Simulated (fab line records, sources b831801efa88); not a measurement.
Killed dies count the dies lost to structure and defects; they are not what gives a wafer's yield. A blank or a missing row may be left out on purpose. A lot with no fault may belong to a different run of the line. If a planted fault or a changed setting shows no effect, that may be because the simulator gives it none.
The same fault as seen by 2 desks + flow sky130 + every desk sees just its own numbers, and what lay behind them comes last

## DESK OF THE TOOL OWNER: litho_track-01
The tool's own readings at SKY_NWELL_COAT_05 (resist thk 3000 nm): means of the sampled wafers that have a number, for each lot that ran on this tool. A lot is out of limits, marked OUT, if its mean lies more than 4 standard deviations from the usual mean; the brackets give that distance.
Columns: A = resist_line_temp_C at SKY_NWELL_COAT_05, usual 22.98 C; B = spin_speed_rpm at SKY_NWELL_COAT_05, usual 2000.2 rpm
| lot  | first seen here | A     | B      |
|------|-----------------|-------|--------|
| L184 | day 5 16:04     | 23.03 | 2000.6 |
| L190 | day 7 00:13     | 23.04 | 2000.7 |
| L197 | day 8 17:58     | 23.11 | 1999.7 |
| L198 | day 9 01:19     | 22.90 | 1999.5 |
This desk's finding: nothing out of limits on any of the 4 lots.

## FROM THE METROLOGY DESK
Means of the sampled wafers that have a number, per lot and without regard to the tool the lot ran on: this is what the gauges read. A lot is out of limits, marked OUT, if its mean lies more than 4 standard deviations from the usual mean; the brackets give that distance.
Columns: A = VT_ADJUST_HVTR_OVL at SKY_VT_ADJUST_HVTR_OVL_MEAS_08, usual 0.4 nm
| lot  | first seen here | A    |
|------|-----------------|------|
| L181 | day 10 11:50    | 2.0  |
| L182 | day 10 19:43    | 1.6  |
| L184 | day 11 09:49    | 1.0  |
| L185 | day 11 16:52    | 0.9  |
| L186 | day 11 20:31    | -0.0 |
| L188 | day 12 11:10    | -2.1 |
| L189 | day 12 21:31    | 2.6  |
| L190 | day 13 00:13    | 0.3  |
| L194 | day 14 14:22    | -0.7 |
| L197 | day 15 06:29    | 1.8  |
| L198 | day 15 17:05    | 2.7  |
| L199 | day 16 02:20    | 2.1  |
| L200 | day 16 10:19    | -1.3 |
| L201 | day 16 19:22    | 0.9  |
This desk's finding: nothing out of limits on any of the 14 lots.

## TAKEN TOGETHER
The tool owner's desk saw nothing out of limits.
From the metrology desk's view, nothing was out of limits.

## WHAT HAD BEEN PUT IN BY THE SIMULATOR
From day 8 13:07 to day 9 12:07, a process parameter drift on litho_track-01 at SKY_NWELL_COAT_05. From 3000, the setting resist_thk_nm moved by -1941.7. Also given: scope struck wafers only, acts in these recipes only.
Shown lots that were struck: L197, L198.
